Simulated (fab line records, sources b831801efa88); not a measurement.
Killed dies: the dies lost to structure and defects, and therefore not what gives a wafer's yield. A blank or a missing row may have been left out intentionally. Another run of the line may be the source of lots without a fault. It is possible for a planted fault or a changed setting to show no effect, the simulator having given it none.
Struck lot and sound lot, side by side | flow sky130 | 22 steps out of a route of 708
Sound: wafers L211.1, L211.3, L211.5. Struck: wafers L205.2, L205.3, L205.5. The cause comes at the end.
For every step that has rows: the tool of each side, followed by ch and its chambers, followed by its first start. Under that, the readings that differ: sound wafers | struck wafers | difference of the means | sigmas: that difference in standard deviations of wafers without a fault.
alike: readings with means less than 2 such deviations apart, plus words and numbers identical on both sides. not compared: withheld readings, readings lacking a value on some wafer, bounds such as >300 that could conceal the same value, and numbers that have no deviation in the record and whose values overlap.
The two part at a step that has a row with sigmas, a row that says differs or no value, or rows on one side only. Numbers that don't overlap but have no deviation are shown without sigmas and don't part them. A reading that every wafer of one side lacks parts them only if that side has two wafers or more.

first, 4 steps without rows for these wafers: SKY_VT_ADJUST_LVTN_SOFTBAKE_14 (time 60 s); SKY_VT_ADJUST_LVTN_EXPOSE_15 (exposes mask HVN STD DERIVED, target cd 600 nm); SKY_VT_ADJUST_LVTN_PEB_16; SKY_VT_ADJUST_LVTN_DEVELOP_17 (develop time 60 s).
SKY_VT_ADJUST_LVTN_OVL_MEAS_18:
  struck on overlay-01, day 8 13:55; sound on overlay-01, day 10 20:28
  alike: VT_ADJUST_LVTN_01_OVL
next, for these wafers, 1 step has no rows: SKY_VT_ADJUST_LVTN_IMPLANT_19.
SKY_VT_ADJUST_LVTN_STRIP_20: strips in O2/N2.
  sound on plasma-asher-04 ch 0,1, day 10 20:38; struck on plasma-asher-01 ch 0,1, day 8 14:05
  alike: drypump-motor-current-A, n2-flow-sccm, oes-product-au, strip-time-to-endpoint-s
  not compared: rf-hours-counter-h
SKY_VT_ADJUST_LVTN_TW_MEAS_21:
  struck on film-metro-02, day 8 14:12; sound on film-metro-03, day 10 20:44
  alike: VT_ADJUST_LVTN_2_TW
then, 4 steps without rows for these wafers: SKY_VT_ADJUST_NCORE_DEHYDRATE_00 (time 60 s); SKY_VT_ADJUST_NCORE_HMDS_01 (prime time 60 s); SKY_VT_ADJUST_NCORE_COAT_02 (resist thk 1140 nm); SKY_VT_ADJUST_NCORE_SOFTBAKE_03 (time 60 s).
SKY_VT_ADJUST_NCORE_EXPOSE_04: exposes mask LVTN COMPLEMENT THIN, target cd 380 nm.
  sound on iline-stepper-02 ch 0, day 11 08:02; struck on iline-stepper-01 ch 0, day 9 00:48
  reading | sound                                                                | struck                                                | difference | sigmas
  mask    | LVTN_COMPLEMENT_THIN#0 LVTN_COMPLEMENT_THIN#0 LVTN_COMPLEMENT_THIN#0 | HVN_STD_DERIVED#0 HVN_STD_DERIVED#0 HVN_STD_DERIVED#0 | differs    |
  alike: stage-vel-mm-s
then, 2 steps without rows for these wafers: SKY_VT_ADJUST_NCORE_PEB_05; SKY_VT_ADJUST_NCORE_DEVELOP_06 (develop time 60 s).
SKY_VT_ADJUST_NCORE_CD_MEAS_07: the cd target is 380 nm.
  struck on cd-sem-01, day 9 11:20; sound on cd-sem-02, day 11 19:19
  reading    | sound             | struck | difference                    | sigmas
  cd-nm (nm) | 378.5 380.1 379.0 | - - -  | no value on the struck wafers |
SKY_VT_ADJUST_NCORE_OVL_MEAS_08:
  struck on overlay-02, day 9 11:26; sound on overlay-01, day 11 19:26
  reading                  | sound         | struck | difference                    | sigmas
  VT_ADJUST_NCORE_OVL (nm) | -1.1 -0.6 1.0 | - - -  | no value on the struck wafers |
next, for these wafers, 1 step has no rows: SKY_VT_ADJUST_NCORE_IMPLANT_09.
SKY_VT_ADJUST_NCORE_STRIP_10: strips in O2/N2.
  sound on plasma-asher-02 ch 0,1, day 11 19:37; struck on plasma-asher-02 ch 0, day 9 11:37
  alike: drypump-motor-current-A, n2-flow-sccm, oes-product-au, strip-time-to-endpoint-s
  not compared: rf-hours-counter-h
SKY_VT_ADJUST_NCORE_TW_MEAS_11:
  struck on film-metro-01, day 9 11:44; sound on film-metro-03, day 11 19:43
  reading            | sound             | struck         | difference | sigmas
  VT_ADJUST_NCORE_TW | 216.5 218.6 218.5 | 30.3 30.3 30.1 | -187.6     | -99 or more
then, 1 step without rows for these wafers: SKY_VT_ADJUST_HVTR_DEHYDRATE_00 (time 60 s).
SKY_PAD_OPEN_PROBE_99:
  rows exist in the record for the sound wafers here (prober-01, day 48 15:38), none for the struck ones

== WHERE THEY PART ==
At SKY_VT_ADJUST_NCORE_EXPOSE_04 first; at SKY_PAD_OPEN_PROBE_99 last (within this record only).

WHY: what the simulator had put in
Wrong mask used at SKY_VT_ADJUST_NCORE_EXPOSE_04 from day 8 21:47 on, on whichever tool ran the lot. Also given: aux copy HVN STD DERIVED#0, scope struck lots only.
